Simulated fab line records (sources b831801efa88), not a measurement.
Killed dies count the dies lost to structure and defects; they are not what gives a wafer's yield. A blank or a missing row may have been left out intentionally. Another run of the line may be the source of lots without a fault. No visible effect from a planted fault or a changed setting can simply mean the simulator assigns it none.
The tool behind it: which one? -- flow sky130 -- Sampling: 12 lots, 36 wafers, 2 of 708 route steps

WHAT THE GAUGES READ, wafer by wafer
SKY_VIA4_BOW_MEAS_03.
lot,measured,on,VIA4_BOW (um)
L961,day 41 12:52,film-metro-01,96 96 94
L962,day 41 22:58,film-metro-03,87 75 76
L964,day 43 08:55,film-metro-01,87 81 75
L963,day 43 10:26,film-metro-01,83 86 68
L966,day 43 11:50,film-metro-01,93 81 101
L967,day 43 13:48,film-metro-04,85 93 85
L969,day 43 22:05,film-metro-03,73 81 75
L970,day 44 03:23,film-metro-03,64 64 59
L972,day 45 02:46,film-metro-03,95 84 78
L979,day 46 21:25,film-metro-01,73 73 56
L982,day 47 08:38,film-metro-03,81 89 91
L984,day 47 15:05,film-metro-03,84 81 72

SKY_VIA4_THK_MEAS_20: measures by xrf.
lot,measured,on,VIA4_W_THK (nm)
L961,day 42 13:03,film-metro-04,491 485 489
L962,day 42 23:40,film-metro-01,490 489 490
L964,day 44 07:20,film-metro-03,509 505 520
L963,day 44 09:33,film-metro-04,503 498 494
L966,day 44 11:16,film-metro-04,507 511 503
L967,day 44 12:44,film-metro-01,518 503 502
L969,day 44 20:03,film-metro-04,497 490 496
L970,day 45 01:46,film-metro-01,501 493 504
L972,day 46 00:41,film-metro-01,506 492 510
L979,day 47 18:20,film-metro-01,522 497 519
L982,day 48 03:28,film-metro-01,496 501 497
L984,day 48 11:05,film-metro-01,501 489 503

WHICH TOOL RAN EACH LOT (tool, then ch and the chambers of the sampled wafers, then the start)
The record holds no process step before these readings.

WHAT THE TOOLS THEMSELVES READ (means of the sampled wafers that have a number; where no wafer has one, the mark that the record gives instead)
The record holds no such reading with a usual standard deviation.

THE ANSWER, worked out from the rows above alone
Rule: what is usual is taken from the lots themselves. The widest of any qualifying gaps counts: lots, ordered by their means at a reading, are off when they make up no more than a third of the lots, leave a main group of 4 or more, and stand apart from it by 3 or more times the standard deviation of that group's means. Not used: any main group whose means are identical at the precision the tables above print for the reading. Also off: a lot with no number at a reading for which 4 or more lots have one. All remaining lots with rows at the step are treated as sound. Order of review: gauges by route order, followed by the tools' own readings, for which a lot's mean as printed above is used. At the first step where some lot is off, the reading lying furthest off is the one used; lots without a number count as furthest.
Nothing can be told from this: no lot is off at any reading shown.

WHAT THE SIMULATOR HAD INSERTED
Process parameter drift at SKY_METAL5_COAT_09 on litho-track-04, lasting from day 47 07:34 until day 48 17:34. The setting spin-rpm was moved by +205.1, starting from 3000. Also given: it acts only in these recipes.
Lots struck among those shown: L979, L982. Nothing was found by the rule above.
